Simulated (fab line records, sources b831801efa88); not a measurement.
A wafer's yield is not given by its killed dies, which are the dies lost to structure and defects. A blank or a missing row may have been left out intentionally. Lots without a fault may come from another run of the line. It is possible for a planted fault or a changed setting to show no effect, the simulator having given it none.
8D (eight disciplines) problem report, filled in by code || flow gf180mcu || the parts of the form that need people (team, actions taken, sign-off) are left out

## 1. WHAT IS WRONG
Wafers without a fault read 7.40 s, standard deviation 0.063; strip_time_to_endpoint_s at GF_M2_STRIP_17 reads a mean of 7.94 s on 6 wafers belonging to 2 lots. That puts it +8.6 standard deviations away from the usual mean.
The step: strips in O2/N2.
The first sign was on wafer L780.1 at day 25 14:02, on plasma_asher-04. The record holds 36 wafers of 12 lots with a number at this step. Rule for "out" (also "out of limits"): further than 4 standard deviations from the usual mean. The other wafers with a number count as sound.

## 2. WHAT IT IS AND WHAT IT IS NOT
{"question": "which readings at this step", "is": "strip_time_to_endpoint_s", "is not": "heater_power_w"}
{"question": "which lots", "is": "L780, L781", "is not": "L764, L765, L766, L767, L770, L772, L776, L783, L784, L785"}
{"question": "which wafers of those lots", "is": "all that have a number", "is not": "-"}
{"question": "read on which tools", "is": "plasma_asher-02, plasma_asher-04", "is not": "plasma_asher-01"}
{"question": "when", "is": "from day 25 14:02", "is not": "up to then (21 sound wafers); but 9 sound wafers of L783, L784, L785 came after"}

## 3. THE SUSPECTS, EACH WITH WHAT RULES IT OUT
Counting: a tool stays on the suspect list if, at a process step up to the reading, it processed all lots that are out and no sound lot following the first of them.
- litho_track-04 at GF_M2_COAT_09 (resist thk 1000 nm): kept. It ran every lot that is out, first L780 (day 25 03:02), and no sound lot after that; its last sound lot up to then is L772 (day 22 18:11).
The count leaves litho_track-04 at GF_M2_COAT_09.

## 4. THE CAUSE (what the simulator had put in)
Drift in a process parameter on litho_track-04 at GF_M2_COAT_09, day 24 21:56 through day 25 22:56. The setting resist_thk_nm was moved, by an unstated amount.
This tool alone remained once counting was done.

## 5. THE CHAIN OF EFFECTS, in route order
Each row: a reading where the mean over the struck wafers with a number is more than 3 standard deviations away from the usual. Scope: only readings with a usual standard deviation given in the record; hours: median across lots of the time from each lot's start at the first step in this table that gives one to its start at this step; sigmas: change in usual standard deviations.
{"hours": 0, "step": "GF_M2_STRIP_17", "reading": "oes_product_au", "usual": "0.538 a.u.", "on struck wafers": 0.559, "change": "+0.021", "sigmas": "+4.0"}
{"hours": 0, "step": "GF_M2_STRIP_17", "reading": "strip_time_to_endpoint_s", "usual": "7.40 s", "on struck wafers": 7.94, "change": "+0.54", "sigmas": "+8.6"}
The process steps in it:
- GF_M2_STRIP_17: strips in O2/N2.
At these later measuring or inspecting steps, every struck wafer for which the step has a row has a number for every such reading, and none has moved that far: GF_M3_OVL_MEAS_15.

## 6. WHAT WOULD HAVE CAUGHT IT SOONER
The fault began at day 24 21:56; the first out-of-limits reading in this record came at day 25 14:02, 16 hours later.
All the lots that are out (2) had begun GF_M2_COAT_09 on litho_track-04 by day 25 14:02. A hold on the tool at that time would have spared none of them.
